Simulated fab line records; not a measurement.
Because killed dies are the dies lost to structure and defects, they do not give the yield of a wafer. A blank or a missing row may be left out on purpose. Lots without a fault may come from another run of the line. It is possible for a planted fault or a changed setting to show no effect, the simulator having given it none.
Chamber matching || flow gf180mcu || 4 sister chambers for GF_M5_ETCH_09 on rie-diel-04
The step etches Si3N4 in CF4/O2, target depth 52 nm, time 11.6 s. 4 wafers are shown with their chamber, then 7 later ones without.

## WAFERS WITH THEIR CHAMBER
{"wafer": "L802.4", "chamber": 2, "drypump-motor-current-A (A)": 6.3}
{"wafer": "L805.3", "chamber": 3, "drypump-motor-current-A (A)": 5.2}
{"wafer": "L806.1", "chamber": 1, "drypump-motor-current-A (A)": 6.0}
{"wafer": "L806.2", "chamber": 0, "drypump-motor-current-A (A)": 5.4}

## WAFERS WITH NO CHAMBER GIVEN
{"wafer": "L806.3", "drypump-motor-current-A (A)": 5.2}
{"wafer": "L808.1", "drypump-motor-current-A (A)": 5.2}
{"wafer": "L808.4", "drypump-motor-current-A (A)": 5.4}
{"wafer": "L808.6", "drypump-motor-current-A (A)": 6.1}
{"wafer": "L810.1", "drypump-motor-current-A (A)": 6.3}
{"wafer": "L810.2", "drypump-motor-current-A (A)": 5.4}
{"wafer": "L810.5", "drypump-motor-current-A (A)": 6.3}

## WHICH CHAMBER EACH ONE RAN IN
{"wafer": "L806.3", "from the rows above": 3, "in truth": 3}
{"wafer": "L808.1", "from the rows above": 3, "in truth": 3}
{"wafer": "L808.4", "from the rows above": 0, "in truth": 0}
{"wafer": "L808.6", "from the rows above": 1, "in truth": 1}
{"wafer": "L810.1", "from the rows above": 2, "in truth": 2}
{"wafer": "L810.2", "from the rows above": 0, "in truth": 0}
{"wafer": "L810.5", "from the rows above": 2, "in truth": 2}
Placed correctly: 7 of 7. Left unplaced by these rows: 0. Placed wrongly: 0.
How it was worked out, from the rows above alone: a wafer's distance from a chamber is the root of the sum, over the readings, of the square of ((its reading less the chamber's mean) divided by the reading's scatter). If the next closest chamber is less than 2 further off than the closest, the wafer can't be placed; otherwise it belongs to the closest. For every chamber, the mean is computed from those of its wafers that are shown. The scatter (one wafer shown for each chamber): square how far every hidden wafer sits from the nearest shown wafer, average those squares and take the square root.
